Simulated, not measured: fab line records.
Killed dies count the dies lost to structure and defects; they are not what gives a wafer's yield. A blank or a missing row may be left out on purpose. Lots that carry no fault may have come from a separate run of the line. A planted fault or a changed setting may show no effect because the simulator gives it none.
The tool behind it: which one?    flow sky130    6 lots with 18 wafers sampled at 2 steps, on a route of 708 steps

## WHAT EACH GAUGE READ, for each wafer
SKY_GATE_OXIDE_TW_MEAS_14.
lot   measured      on             GATE_OXIDE_TW
L828  day 16 12:38  film metro-04  204.7 205.9 205.3
L834  day 18 06:48  film metro-01  224.3 225.7 224.7
L836  day 19 02:16  film metro-01  224.2 226.0 223.4
L839  day 20 01:58  film metro-04  226.1 225.8 224.9
L841  day 20 19:28  film metro-01  224.4 225.6 224.6
L843  day 21 21:35  film metro-02  223.9 225.6 225.3

## WHAT TOOL EACH LOT RAN ON (gives the tool, then ch and the chambers of the sampled wafers, and finally the start)
lot   SKY_GATE_OXIDE_IMPLANT_11
L828  implanter-01 ch 0, day 16 12:19
L834  implanter-02 ch 0, day 18 06:28
L836  implanter-03 ch 0, day 19 01:55
L839  implanter-01 ch 0, day 20 01:39
L841  implanter-01 ch 0, day 20 19:07
L843  implanter-01 ch 0, day 21 21:14
- SKY_GATE_OXIDE_IMPLANT_11

## THE ANSWER, worked out from the rows above alone
Rule: what is usual is taken from the lots themselves. Put in order of their means at a reading, lots are off if they are a third of the lots or fewer, leave a main group of 4 or more, and stand apart from it by a gap of 3 or more times the standard deviation of the main group's means; of several such gaps the widest counts. A main group whose means are all the same, to the digits that the tables above print for the reading, isn't used. A lot without any number at a reading at which 4 lots or more have one is off too. All remaining lots with rows at the step are treated as sound.
Off: L828, at SKY_GATE_OXIDE_TW_MEAS_14 (GATE_OXIDE_TW). The main group has a mean of 225.0 with a standard deviation of 0.35.
A tool fits if, at a process step before that reading, it ran every lot that is off, and no sound lot after the first of them. The gauges at SKY_GATE_OXIDE_TW_MEAS_14 are tried like those tools. No candidate that was tried fits.

## WHAT WAS PUT IN BY THE SIMULATOR
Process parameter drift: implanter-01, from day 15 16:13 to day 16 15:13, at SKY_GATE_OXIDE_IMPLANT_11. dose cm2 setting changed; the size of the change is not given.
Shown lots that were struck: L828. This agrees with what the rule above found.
